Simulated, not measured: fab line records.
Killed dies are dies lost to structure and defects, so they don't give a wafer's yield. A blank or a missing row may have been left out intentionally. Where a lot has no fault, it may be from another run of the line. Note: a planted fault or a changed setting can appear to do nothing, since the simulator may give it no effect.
Which tool is to blame? | flow gf180mcu | Sampling: 11 lots, 33 wafers, 3 of 602 route steps

WHAT THE GAUGES SHOWED, per wafer
GF_M5_OVL_MEAS_08.
lot  | measured     | on         | M5_OVL (nm)
L664 | day 26 06:20 | overlay-02 | 4 1 8
L665 | day 26 09:25 | overlay-02 | -1 -3 -5
L668 | day 27 12:28 | overlay-02 | -4 -6 -4
L669 | day 27 23:08 | overlay-02 | 7 5 1
L671 | day 28 13:45 | overlay-02 | 2 -3 0
L672 | day 28 23:38 | overlay-02 | -6 -3 0
L677 | day 30 08:58 | overlay-02 | 2 5 5
L680 | day 31 12:02 | overlay-02 | -10 3 -7
L682 | day 31 18:02 | overlay-02 | -2 0 1
L685 | day 32 14:13 | overlay-02 | 2 -2 -7
L686 | day 32 14:34 | overlay-01 | -4 -7 3

GF_TOP_METAL_THK_MEAS_06: measures by xrf.
lot  | measured     | on           | TOP_METAL_ALCU_THK (nm)
L664 | day 27 06:14 | filmMetro-03 | 889 890 878
L665 | day 27 08:42 | filmMetro-01 | 901 912 884
L668 | day 28 11:29 | filmMetro-02 | 864 867 861
L669 | day 28 21:36 | filmMetro-01 | 894 891 892
L671 | day 29 11:55 | filmMetro-02 | 877 879 890
L672 | day 29 21:55 | filmMetro-02 | 870 883 893
L677 | day 31 06:04 | filmMetro-03 | 900 884 883
L680 | day 32 08:15 | filmMetro-02 | 882 877 887
L682 | day 32 14:26 | filmMetro-01 | 915 894 902
L685 | day 33 09:37 | filmMetro-03 | 908 897 885
L686 | day 33 10:00 | filmMetro-02 | 889 875 865

TOOL THAT RAN EACH LOT (tool first, then ch and the chambers of the sampled wafers, then the start)
lot  | GF_V5_ETCH_17
L664 | rieDiel-04 ch 0,2, day 27 06:14 or earlier
L665 | rieDiel-01 ch 0,2,3, day 27 08:42 or earlier
L668 | rieDiel-02 ch 1,2,3, day 28 11:29 or earlier
L669 | rieDiel-02 ch 0,1,2, day 28 21:36 or earlier
L671 | rieDiel-02 ch 1,3, day 29 11:55 or earlier
L672 | rieDiel-02 ch 1,2,3, day 29 21:55 or earlier
L677 | rieDiel-02 ch 1,2,3, day 31 06:04 or earlier
L680 | rieDiel-01 ch 0,2,3, day 32 08:15 or earlier
L682 | rieDiel-04 ch 2,3, day 32 14:26 or earlier
L685 | rieDiel-01 ch 0,2,3, day 33 09:37 or earlier
L686 | rieDiel-02 ch 1,2, day 33 10:00 or earlier
- GF_V5_ETCH_17: etches SiO2 in C4F8/O2/Ar, stops on TiN, target depth 855 nm.

WHAT THE TOOLS THEMSELVES READ (means of the sampled wafers that have a number; where no wafer has one, the mark that the record gives instead)
GF_V5_ETCH_17.
lot  | tool       | biasW (W) | oesProductAu (a.u.) | rfFwdPowerW (W)
L664 | rieDiel-04 | 1200      | 0.862               | 1491
L665 | rieDiel-01 | 1198      | 0.860               | 1497
L668 | rieDiel-02 | 1205      | 0.858               | 1496
L669 | rieDiel-02 | 1201      | 0.853               | 1495
L671 | rieDiel-02 | 1200      | 0.856               | 1499
L672 | rieDiel-02 | 1197      | 0.860               | 1494
L677 | rieDiel-02 | 1200      | 0.864               | 1495
L680 | rieDiel-01 | 1199      | 0.865               | 1498
L682 | rieDiel-04 | 1204      | 0.861               | 1498
L685 | rieDiel-01 | 1197      | 0.861               | 1492
L686 | rieDiel-02 | 1202      | 0.858               | 1497

THE ANSWER, worked out from the rows above alone
Rule: usual is defined by the lots themselves. Put in order of their means at a reading, lots are off if they are a third of the lots or fewer, leave a main group of 4 or more, and stand apart from it by a gap of 3 or more times the standard deviation of the main group's means; of several such gaps the widest counts. Not used: any main group whose means are identical at the precision the tables above print for the reading. Also off: a lot with no number at a reading for which 4 or more lots have one. Where the step has rows for the other lots, those lots are counted as sound. The gauges are gone through in route order, then the tools' own readings, and for those a lot's mean is taken as printed above. At the first step where some lot is off, the reading lying furthest off is the one used; lots without a number count as furthest.
No lot is off at any reading shown: from this, nothing can be told.

WHAT THE SIMULATOR PUT IN
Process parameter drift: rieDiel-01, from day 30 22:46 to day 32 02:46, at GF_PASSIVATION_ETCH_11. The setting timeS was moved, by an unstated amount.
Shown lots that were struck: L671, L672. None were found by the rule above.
